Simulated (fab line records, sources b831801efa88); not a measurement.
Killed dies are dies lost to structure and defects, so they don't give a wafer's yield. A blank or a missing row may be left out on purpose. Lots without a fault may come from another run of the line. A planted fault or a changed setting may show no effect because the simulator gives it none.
Problem report in the 8D (eight disciplines) form, filled by code | flow sfq_line | the parts of the form that need people (team, actions taken, sign-off) are left out

1. THE PROBLEM
rf_fwd_power_W at SFQ_TRILAYER_M7_ETCH_METAL_ETCH_180 reads a mean of 499.6 W on 9 wafers of 3 lots; wafers without a fault read 596.1 W with a standard deviation of 1.9. That is -51 standard deviations from the usual mean.
The step: etches Nb in Cl2/Ar, stops on SiO2, target depth 240 nm, time 120 s.
First seen on wafer L983.2, day 91 11:28, on rie_metal-03. The record holds 21 wafers of 7 lots with a number at this step. Rule for "out", or "out of limits": more than 4 standard deviations from the usual mean. The other wafers with a number count as sound.

2. WHAT IT IS AND WHAT IT IS NOT
question                    | is                     | is not
which readings at this step | rf_fwd_power_W         | chamber_pressure_mTorr, drypump_motor_current_A
which lots                  | L983, L984, L986       | L975, L977, L989, L994
which wafers of those lots  | all that have a number | -
read on which tools         | rie_metal-03           | rie_metal-02
when                        | from day 91 11:28      | up to then (6 sound wafers); but 6 sound wafers of L989, L994 came after

3. SUSPECTS, AND WHAT RULES EACH OUT
Counting: a tool at a process step up to the reading stays a suspect if it ran every lot that is out and no sound lot after the first of them.
- rie_metal-03 at SFQ_TRILAYER_M7_BARC_OPEN_METAL_ETCH_229 (etches BARC in O2, target depth 125 nm, time 41.7 s): kept. It ran every lot that is out, first L983 (day 91 11:24), and no sound lot after that; its last sound lot up to then is L977 (day 82 04:13).
- rie_metal-03 at SFQ_TRILAYER_M7_ETCH_METAL_ETCH_180 (etches Nb in Cl2/Ar, stops on SiO2, target depth 240 nm, time 120 s): kept. It ran every lot that is out, first L983 (day 91 11:28), and no sound lot after that; its last sound lot up to then is L977 (day 82 04:20). Its own readings are out on those wafers: rf_fwd_power_W.
Left after counting: rie_metal-03 at SFQ_TRILAYER_M7_BARC_OPEN_METAL_ETCH_229, rie_metal-03 at SFQ_TRILAYER_M7_ETCH_METAL_ETCH_180.

4. THE CAUSE (what the simulator had put in)
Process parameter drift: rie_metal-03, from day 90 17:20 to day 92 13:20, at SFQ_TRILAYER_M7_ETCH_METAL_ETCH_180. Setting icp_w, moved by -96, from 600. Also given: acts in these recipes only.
Counting left 2 suspects, and this tool is among them.

5. THE CHAIN OF EFFECTS, in route order
Each row: a reading whose mean over the struck wafers that have a number lies more than 3 standard deviations from the usual. Only readings for which the record gives a usual standard deviation are gone through. hours: the time from each lot's start at the first step in this table that gives one to its start at this step, as a median over the lots. sigmas: the change in usual standard deviations.
hours | step                                | reading        | usual   | on struck wafers | change | sigmas
0     | SFQ_TRILAYER_M7_ETCH_METAL_ETCH_180 | rf_fwd_power_W | 596.1 W | 499.6            | -96.5  | -51
The process steps in it:
- SFQ_TRILAYER_M7_ETCH_METAL_ETCH_180: etches Nb in Cl2/Ar, stops on SiO2, target depth 240 nm, time 120 s.

6. WHAT WOULD HAVE CAUGHT IT SOONER
In this record the first reading out of limits was taken at day 91 11:28, 18 hours after the fault began at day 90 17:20.
